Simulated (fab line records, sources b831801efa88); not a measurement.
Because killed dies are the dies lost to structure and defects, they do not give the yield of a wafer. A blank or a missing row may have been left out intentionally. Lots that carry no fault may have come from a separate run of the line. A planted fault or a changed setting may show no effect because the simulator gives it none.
8D (eight disciplines) problem report, filled in by code / flow sky130 / the parts of the form that need people (team, actions taken, sign-off) are left out

== 1. WHAT WENT WRONG ==
Wafers without a fault read 3000.0 W with a standard deviation of 0.58, while cathodeDcPowerW at SKY_METAL1_SPUTTER_03 averages 2865.8 W across 2 wafers of 1 lot. That is -99 or more standard deviations from the usual mean.
The step: material Ti, target thk 5 nm, time 3.3 s.
Seen first at day 35 07:27 on pvdSputter-04, wafer L539.4. Wafers with a number at this step in the record: 39, from 13 lots. Rule for "out", or "out of limits": more than 4 standard deviations from the usual mean. Any other wafer with a number is counted as sound.

== 2. WHAT IT IS, AND WHAT IT ISN'T ==
question=which readings at this step | is=cathodeDcPowerW | is not=throttleValvePct
question=which lots | is=L539 | is not=L527, L528, L529, L532, L533, L544, L545, L546, L547, L548, L549, L550
question=which wafers of those lots | is=L539.4, L539.5 | is not=L539.3
question=read on which tools | is=pvdSputter-04 | is not=pvdSputter-01, pvdSputter-02
question=when | is=from day 35 07:27 | is not=up to then (16 sound wafers); but 21 sound wafers of L544, L545, L546, L547, L548, L549, L550 came after

== 3. SUSPECTS, AND WHAT RULES EACH OUT ==
Counting: a tool at a process step up to the reading stays a suspect if it ran every lot that is out. Sound lots after the first of them don't rule it out here, since some wafers of a struck lot are sound.
- pecvd-01 at SKY_CONTACT_CVD_00 (deposits Si3N4, target thk 75 nm): kept. The lot that is out, L539, ran on it at day 34 03:16; the last sound lot it ran before that was L532, at day 32 09:22.
- pvdSputter-04 at SKY_METAL1_SPUTTER_03 (material Ti, target thk 5 nm, time 3.3 s): kept. The lot that is out, L539, ran on it at day 35 07:27; the last sound lot it ran before that was L533, at day 33 17:28. Out on those wafers are its own readings of cathodeDcPowerW.
Remaining after the count are pecvd-01 at SKY_CONTACT_CVD_00 and pvdSputter-04 at SKY_METAL1_SPUTTER_03.

== 4. THE CAUSE (what the simulator had put in) ==
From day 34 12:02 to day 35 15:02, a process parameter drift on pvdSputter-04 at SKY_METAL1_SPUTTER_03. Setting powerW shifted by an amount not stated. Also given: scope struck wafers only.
After counting, 2 suspects remain, this tool included.

== 5. THE CHAIN OF EFFECTS, in route order ==
One row per reading whose mean, taken over the struck wafers that have a number, lies over 3 standard deviations from the usual. Only readings for which the record gives a usual standard deviation are gone through. hours: the time from each lot's start at the first step in this table that gives one to its start at this step, as a median over the lots. sigmas: the change in usual standard deviations.
hours=0; step=SKY_METAL1_SPUTTER_03; reading=cathodeDcPowerW; usual=3000.0 W; on struck wafers=2865.8; change=-134.2; sigmas=-99 or more
Process steps it contains:
- SKY_METAL1_SPUTTER_03: material Ti, target thk 5 nm, time 3.3 s.
Later steps that measure or inspect, where all struck wafers having a row at the step show a number for every such reading and not one has moved that far: SKY_METAL1_OVL_MEAS_16.

== 6. WHAT WOULD HAVE CAUGHT IT SOONER ==
19 hours passed between the start of the fault at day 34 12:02 and the first reading out of limits in this record, taken at day 35 07:27.
